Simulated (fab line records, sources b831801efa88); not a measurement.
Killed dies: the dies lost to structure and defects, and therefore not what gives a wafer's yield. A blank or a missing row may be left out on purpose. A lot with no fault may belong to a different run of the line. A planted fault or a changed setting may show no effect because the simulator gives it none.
The tool behind it: which one? ; flow gf180mcu ; 24 lots, 72 wafers sampled, at 6 steps of a route of 602

WHAT THE GAUGES READ, wafer by wafer
The record holds no reading of a measuring or inspecting step that can be judged against a usual standard deviation.

WHAT TOOL EACH LOT RAN ON (gives the tool, then ch and the chambers of the sampled wafers, and finally the start)
lot;GF_V2_CMP_04;GF_V2_SPUTTER_22;GF_M4_SPUTTER_02;GF_M4_SPUTTER_03;GF_M4_SPUTTER_04;GF_V4_ETCH_16
L074;cmp-02 ch 0,1,2, day 19 09:04;pvd sputter-04, day 20 10:58;pvd sputter-02, day 22 14:55;pvd sputter-02, day 22 14:56;pvd sputter-02, day 22 14:58;rie diel-03 ch 0,2,3, day 24 13:11
L075;cmp-01 ch 0,1,2, day 19 17:08;pvd sputter-02, day 20 18:02;pvd sputter-03, day 22 20:40;pvd sputter-03, day 22 20:42;pvd sputter-03, day 22 20:43;rie diel-02 ch 0,2,3, day 24 18:59
L076;cmp-02 ch 2,3, day 20 04:31;pvd sputter-02, day 21 06:09;pvd sputter-03, day 23 08:29;pvd sputter-03, day 23 08:31;pvd sputter-03, day 23 08:32;rie diel-04 ch 0,3, day 25 06:46
L077;cmp-02 ch 1,2, day 20 12:35;pvd sputter-03, day 21 14:14;pvd sputter-03, day 23 16:49;pvd sputter-03, day 23 16:50;pvd sputter-03, day 23 16:52;rie diel-02 ch 0,1, day 25 14:25
L078;cmp-02 ch 0,3, day 20 20:29;pvd sputter-02, day 21 21:41;pvd sputter-02, day 24 00:04;pvd sputter-02, day 24 00:06;pvd sputter-02, day 24 00:07;rie diel-04 ch 0,2, day 25 21:50
L079;cmp-02 ch 0,1,2, day 21 05:08;pvd sputter-04, day 22 06:35;pvd sputter-01, day 24 08:18;pvd sputter-01, day 24 08:20;pvd sputter-01, day 24 08:21;rie diel-03 ch 2,3, day 26 04:52
L080;cmp-02 ch 0,1,3, day 21 22:52;pvd sputter-02, day 22 23:52;pvd sputter-02, day 24 23:31;pvd sputter-02, day 24 23:32;pvd sputter-02, day 24 23:34;rie diel-02 ch 0,1,2, day 26 20:20
L081;cmp-02 ch 0,1,2, day 22 11:09;pvd sputter-03, day 23 11:27;pvd sputter-03, day 25 11:50;pvd sputter-03, day 25 11:52;pvd sputter-03, day 25 11:53;rie diel-03 ch 0,1,3, day 27 07:11
L082;cmp-01 ch 0,1,2, day 22 15:06;pvd sputter-04, day 23 15:07;pvd sputter-02, day 25 14:40;pvd sputter-02, day 25 14:41;pvd sputter-02, day 25 14:43;rie diel-03 ch 1,3, day 27 09:23
L083;cmp-01 ch 0,1,3, day 22 20:58;pvd sputter-03, day 23 20:48;pvd sputter-02, day 25 20:09;pvd sputter-02, day 25 20:11;pvd sputter-02, day 25 20:12;rie diel-02 ch 0,1,3, day 27 15:11
L084;cmp-02 ch 0,2,3, day 23 06:16;pvd sputter-02, day 24 05:26;pvd sputter-01, day 26 03:31;pvd sputter-01, day 26 03:32;pvd sputter-01, day 26 03:34;rie diel-02 ch 1,2,3, day 28 01:38
L085;cmp-01 ch 0,1, day 23 09:05;pvd sputter-03, day 24 08:39;pvd sputter-03, day 26 07:48;pvd sputter-03, day 26 07:50;pvd sputter-03, day 26 07:51;rie diel-03 ch 0,3, day 28 02:26
L086;cmp-02 ch 0,1,2, day 23 18:02;pvd sputter-04, day 24 17:20;pvd sputter-03, day 26 16:15;pvd sputter-03, day 26 16:17;pvd sputter-03, day 26 16:18;rie diel-04 ch 1,2, day 28 09:29
L087;cmp-01 ch 0,2,3, day 24 06:29;pvd sputter-04, day 25 05:29;pvd sputter-03, day 27 03:16;pvd sputter-03, day 27 03:18;pvd sputter-03, day 27 03:19;rie diel-04 ch 0,1,3, day 28 20:28
L088;cmp-02 ch 2,3, day 24 17:20;pvd sputter-02, day 25 16:21;pvd sputter-02, day 27 12:52;pvd sputter-02, day 27 12:53;pvd sputter-02, day 27 12:55;rie diel-02 ch 0,3, day 29 06:05
L089;cmp-02 ch 0,1,3, day 24 21:11;pvd sputter-03, day 25 19:46;pvd sputter-03, day 27 16:59;pvd sputter-03, day 27 17:01;pvd sputter-03, day 27 17:02;rie diel-03 ch 2,3, day 29 10:08
L090;cmp-01 ch 1,2,3, day 25 01:05;pvd sputter-04, day 25 23:39;pvd sputter-02, day 27 21:27;pvd sputter-02, day 27 21:29;pvd sputter-02, day 27 21:30;rie diel-04 ch 0,1,2, day 29 13:31
L091;cmp-01 ch 0,1,2, day 25 13:08;pvd sputter-02, day 26 11:44;pvd sputter-03, day 28 07:49;pvd sputter-03, day 28 07:50;pvd sputter-03, day 28 07:52;rie diel-02 ch 1,2, day 29 23:26
L092;cmp-02 ch 0,2,3, day 25 15:05;pvd sputter-02, day 26 13:03;pvd sputter-02, day 28 09:13;pvd sputter-02, day 28 09:14;pvd sputter-02, day 28 09:16;rie diel-02 ch 0,1,2, day 30 01:41
L093;cmp-01 ch 0,3, day 26 01:16;pvd sputter-02, day 26 22:49;pvd sputter-03, day 28 18:49;pvd sputter-03, day 28 18:50;pvd sputter-03, day 28 18:52;rie diel-04 ch 0,2,3, day 30 10:14
L094;cmp-01 ch 1,3, day 26 14:45;pvd sputter-03, day 27 12:24;pvd sputter-02, day 29 07:35;pvd sputter-02, day 29 07:37;pvd sputter-02, day 29 07:38;rie diel-03 ch 1,3, day 30 21:47
L095;cmp-02 ch 0,1,3, day 26 16:22;pvd sputter-03, day 27 13:41;pvd sputter-01, day 29 08:23;pvd sputter-01, day 29 08:25;pvd sputter-01, day 29 08:26;rie diel-02 ch 0,1,2, day 30 23:56
L096;cmp-01 ch 1,2,3, day 27 00:35;pvd sputter-04, day 27 21:52;pvd sputter-01, day 29 16:44;pvd sputter-01, day 29 16:46;pvd sputter-01, day 29 16:47;rie diel-03 ch 1,2,3, day 31 06:29
L097;cmp-02 ch 0,2, day 27 07:27;pvd sputter-02, day 28 04:27;pvd sputter-03, day 29 22:10;pvd sputter-03, day 29 22:11;pvd sputter-03, day 29 22:13;rie diel-03 ch 2,3, day 31 11:41
- GF_V2_CMP_04: polishes SiO2.
- GF_V2_SPUTTER_22: material TiN, target thk 10 nm, time 40 s.
- GF_M4_SPUTTER_02: material AlCu, target thk 450 nm, time 23.9 s.
- GF_M4_SPUTTER_03: material Ti, target thk 10 nm, time 6.7 s.
- GF_M4_SPUTTER_04: material TiN, target thk 50 nm, time 41.7 s.
- GF_V4_ETCH_16: etches BARC in N2/H2.

AS READ BY THE TOOLS THEMSELVES (means over the sampled wafers that have a number; for cases with no such wafer, the mark the record gives instead)
GF_V2_CMP_04.
lot;tool;motor current A (A);platen rpm (rpm);retaining ring pressure frac;time to endpoint s (s)
L074;cmp-02;10.9;60.02;0.998;72
L075;cmp-01;13.0;60.01;0.995;80
L076;cmp-02;12.2;59.98;1.000;77
L077;cmp-02;10.9;59.98;0.997;73
L078;cmp-02;12.1;60.01;1.001;78
L079;cmp-02;10.7;60.01;1.001;74
L080;cmp-02;12.0;60.05;1.003;68
L081;cmp-02;11.3;60.00;1.001;73
L082;cmp-01;12.8;60.04;1.000;76
L083;cmp-01;12.9;59.99;0.998;81
L084;cmp-02;11.6;60.00;1.003;73
L085;cmp-01;13.3;59.97;1.000;80
L086;cmp-02;11.2;60.00;1.002;72
L087;cmp-01;12.7;60.03;0.995;78
L088;cmp-02;10.9;60.03;1.000;78
L089;cmp-02;11.9;60.00;0.997;81
L090;cmp-01;12.9;60.02;0.995;82
L091;cmp-01;12.7;59.99;0.995;80
L092;cmp-02;11.6;59.99;1.008;80
L093;cmp-01;12.9;60.05;1.003;87
L094;cmp-01;12.9;60.00;0.998;80
L095;cmp-02;12.3;60.00;1.005;81
L096;cmp-01;12.8;59.97;0.999;79
L097;cmp-02;10.7;60.01;0.998;79

GF_V2_SPUTTER_22.
lot;tool;throttle valve pct (%)
L074;pvd sputter-04;29.9
L075;pvd sputter-02;29.8
L076;pvd sputter-02;29.9
L077;pvd sputter-03;30.0
L078;pvd sputter-02;29.4
L079;pvd sputter-04;30.4
L080;pvd sputter-02;29.4
L081;pvd sputter-03;29.9
L082;pvd sputter-04;29.5
L083;pvd sputter-03;30.4
L084;pvd sputter-02;29.5
L085;pvd sputter-03;30.0
L086;pvd sputter-04;29.8
L087;pvd sputter-04;29.9
L088;pvd sputter-02;29.7
L089;pvd sputter-03;30.0
L090;pvd sputter-04;29.8
L091;pvd sputter-02;29.8
L092;pvd sputter-02;30.3
L093;pvd sputter-02;30.2
L094;pvd sputter-03;30.4
L095;pvd sputter-03;29.4
L096;pvd sputter-04;30.4
L097;pvd sputter-02;29.8

GF_M4_SPUTTER_02.
lot;tool;throttle valve pct (%)
L074;pvd sputter-02;30.0
L075;pvd sputter-03;31.0
L076;pvd sputter-03;28.5
L077;pvd sputter-03;28.8
L078;pvd sputter-02;29.5
L079;pvd sputter-01;29.0
L080;pvd sputter-02;29.5
L081;pvd sputter-03;29.4
L082;pvd sputter-02;29.3
L083;pvd sputter-02;29.8
L084;pvd sputter-01;29.9
L085;pvd sputter-03;29.9
L086;pvd sputter-03;30.4
L087;pvd sputter-03;29.3
L088;pvd sputter-02;29.7
L089;pvd sputter-03;29.4
L090;pvd sputter-02;29.2
L091;pvd sputter-03;29.3
L092;pvd sputter-02;29.5
L093;pvd sputter-03;31.2
L094;pvd sputter-02;30.1
L095;pvd sputter-01;30.1
L096;pvd sputter-01;31.2
L097;pvd sputter-03;29.1

GF_M4_SPUTTER_03.
lot;tool;throttle valve pct (%)
L074;pvd sputter-02;30.1
L075;pvd sputter-03;31.3
L076;pvd sputter-03;28.6
L077;pvd sputter-03;28.9
L078;pvd sputter-02;29.5
L079;pvd sputter-01;29.1
L080;pvd sputter-02;29.5
L081;pvd sputter-03;29.4
L082;pvd sputter-02;29.3
L083;pvd sputter-02;29.7
L084;pvd sputter-01;29.7
L085;pvd sputter-03;29.7
L086;pvd sputter-03;30.5
L087;pvd sputter-03;29.1
L088;pvd sputter-02;29.6
L089;pvd sputter-03;29.3
L090;pvd sputter-02;29.2
L091;pvd sputter-03;29.2
L092;pvd sputter-02;29.4
L093;pvd sputter-03;31.3
L094;pvd sputter-02;30.1
L095;pvd sputter-01;30.1
L096;pvd sputter-01;31.3
L097;pvd sputter-03;29.2

GF_M4_SPUTTER_04.
lot;tool;throttle valve pct (%)
L074;pvd sputter-02;30.0
L075;pvd sputter-03;31.2
L076;pvd sputter-03;28.6
L077;pvd sputter-03;28.8
L078;pvd sputter-02;29.4
L079;pvd sputter-01;29.1
L080;pvd sputter-02;29.6
L081;pvd sputter-03;29.4
L082;pvd sputter-02;29.2
L083;pvd sputter-02;29.9
L084;pvd sputter-01;29.8
L085;pvd sputter-03;29.7
L086;pvd sputter-03;30.5
L087;pvd sputter-03;29.3
L088;pvd sputter-02;29.6
L089;pvd sputter-03;29.2
L090;pvd sputter-02;29.3
L091;pvd sputter-03;29.3
L092;pvd sputter-02;29.5
L093;pvd sputter-03;31.2
L094;pvd sputter-02;29.9
L095;pvd sputter-01;30.0
L096;pvd sputter-01;31.2
L097;pvd sputter-03;29.2

GF_V4_ETCH_16.
lot;tool;drypump motor current A (A);oes product au (a.u.);rf fwd power W (W);throttle valve pct (%)
L074;rie diel-03;6.1;0.857;494.6;13.233
L075;rie diel-02;5.8;0.853;492.9;13.231
L076;rie diel-04;6.2;0.853;494.9;13.230
L077;rie diel-02;6.1;0.855;495.8;13.222
L078;rie diel-04;5.5;0.846;495.0;13.226
L079;rie diel-03;6.6;0.854;490.7;13.227
L080;rie diel-02;5.9;0.855;494.7;13.217
L081;rie diel-03;5.6;0.853;494.7;13.220
L082;rie diel-03;5.6;0.855;495.7;13.225
L083;rie diel-02;6.0;0.855;492.9;13.213
L084;rie diel-02;5.7;0.860;495.2;13.221
L085;rie diel-03;6.1;0.859;495.3;13.217
L086;rie diel-04;6.0;0.855;494.1;13.223
L087;rie diel-04;6.0;0.853;494.1;13.224
L088;rie diel-02;5.9;0.853;493.2;13.227
L089;rie diel-03;6.5;0.859;495.3;13.232
L090;rie diel-04;5.7;0.853;492.6;13.226
L091;rie diel-02;5.6;0.854;493.9;13.225
L092;rie diel-02;5.9;0.854;494.1;13.226
L093;rie diel-04;6.0;0.858;493.6;13.218
L094;rie diel-03;6.0;0.859;494.6;13.219
L095;rie diel-02;5.9;0.849;492.8;13.235
L096;rie diel-03;6.1;0.854;495.1;13.220
L097;rie diel-03;6.5;0.857;495.5;13.223

THE ANSWER, worked out from the rows above alone
Rule: the lots themselves supply what counts as usual. Put in order of their means at a reading, lots are off if they are a third of the lots or fewer, leave a main group of 4 or more, and stand apart from it by a gap of 3 or more times the standard deviation of the main group's means; of several such gaps the widest counts. The tables above print the reading to a certain number of digits; a main group whose means all agree to those digits is not used. A lot without any number at a reading at which 4 lots or more have one is off too. The other lots that the step has rows for count as sound. The gauges are gone through in route order, then the tools' own readings, and for those a lot's mean is taken as printed above. The first step at which some lot is off is used, and at that step the reading that is off furthest; a lot without a number counts as furthest.
Across all readings shown, no lot is off: no conclusion can be drawn from this.

WHAT THE SIMULATOR HAD PUT IN
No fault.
